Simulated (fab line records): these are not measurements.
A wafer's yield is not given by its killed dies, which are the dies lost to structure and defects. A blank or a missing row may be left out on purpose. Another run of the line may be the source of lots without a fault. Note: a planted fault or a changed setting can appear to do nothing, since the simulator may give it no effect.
Comparing a struck lot with a sound one    flow sky130    15 steps out of a route of 708
Sound: the wafers L958.2, L958.4, L958.5. Struck: wafer L962.1 (left out: L962.3, L962.5 of the same lot, which were not struck); the cause appears at the end.
Each step with rows lists, per side, the tool, then ch with its chambers, then its first start. Under that, the readings that differ: sound wafers    struck wafers    difference of the means    sigmas: that difference in standard deviations of wafers without a fault.
alike: words and numbers the same on both sides, and readings whose means are apart by under 2 such deviations; not compared: readings that were withheld, readings missing a value for some wafer, numbers with overlapping values and no deviation given by the record, and bounds like >300 which may hide the same value.
A row with sigmas, a row that says differs or no value, or rows on one side alone: a step with any of these is where the two part. Numbers that have no deviation but don't overlap get no sigmas and don't part them. A reading missing from all wafers of one side parts the sides only when that side holds two or more wafers.

SKY_NWELL_RS_MEAS_29: a four-point-probe measurement.
  struck on filmMetro-04, day 7 04:52; sound on filmMetro-01, day 6 07:16
  alike: NWELL_RS
SKY_NWELL_RS_MEAS_31: a four-point-probe measurement.
  struck on filmMetro-04, day 7 05:07; sound on filmMetro-01, day 6 07:30
  alike: PWDE_RS
then, 7 steps without rows for these wafers: SKY_VT_ADJUST_HVTP_DEHYDRATE_00 (time 60 s); SKY_VT_ADJUST_HVTP_HMDS_01 (prime time 60 s); SKY_VT_ADJUST_HVTP_COAT_02 (resist thk 1140 nm); SKY_VT_ADJUST_HVTP_SOFTBAKE_03 (time 60 s); SKY_VT_ADJUST_HVTP_EXPOSE_04 (exposes mask HVTPM, target cd 380 nm); SKY_VT_ADJUST_HVTP_PEB_05; SKY_VT_ADJUST_HVTP_DEVELOP_06 (develop time 60 s).
SKY_VT_ADJUST_HVTP_CD_MEAS_07 targets a cd of 380 nm.
  struck on cdSem-02, day 7 23:20; sound on cdSem-02, day 7 01:41
  alike: cdNm
SKY_VT_ADJUST_HVTP_OVL_MEAS_08:
  struck on overlay-02, day 7 23:27; sound on overlay-01, day 7 01:47
  alike: VT_ADJUST_HVTP_OVL
SKY_VT_ADJUST_HVTP_IMPLANT_09:
  sound on implanter-03 ch 0, day 7 01:51; struck on implanter-03 ch 0, day 7 23:29
  alike: doseIonsCm2
SKY_VT_ADJUST_HVTP_STRIP_10: strips in O2/N2.
  sound on plasmaAsher-02 ch 0,1, day 7 01:58; struck on plasmaAsher-02 ch 1, day 7 23:38
reading                   sound              struck  difference  sigmas
stripTimeToEndpointS (s)  14.18 14.15 14.15  14.24   +0.08       +2
  alike: drypumpMotorCurrentA, oesProductAu
  not compared: rfHoursCounterH
SKY_VT_ADJUST_HVTP_TW_MEAS_11:
  struck on filmMetro-04, day 7 23:58; sound on filmMetro-03, day 7 02:05
reading            sound           struck  difference  sigmas
VT_ADJUST_HVTP_TW  1362 1365 1364  1219    -145        -13
  not compared: hold
-- the record jumps here: 39 days lie between the struck wafers' starts before and after (it left off in module VT_ADJUST_HVTP and takes up again in module PAD_OPEN, whose first step shown is number 708 of the route) --
SKY_PAD_OPEN_PROBE_99:
  struck on prober-02, day 47 09:37; sound on prober-02, day 46 10:30
reading  sound  struck                   difference                    sigmas
hold     - - -  awaitDispo/3.0h/release  no value on the sound wafers  
  alike: killed_at_M0_to_M3, killed_at_M4_up, killedAtContacts, killedAtFrontEnd, killedAtOther, killedDies, killedOpen, killedShort

WHERE THEY PART
Earliest at SKY_VT_ADJUST_HVTP_STRIP_10; latest, in this record, at SKY_PAD_OPEN_PROBE_99.

WHY: what the simulator had put in
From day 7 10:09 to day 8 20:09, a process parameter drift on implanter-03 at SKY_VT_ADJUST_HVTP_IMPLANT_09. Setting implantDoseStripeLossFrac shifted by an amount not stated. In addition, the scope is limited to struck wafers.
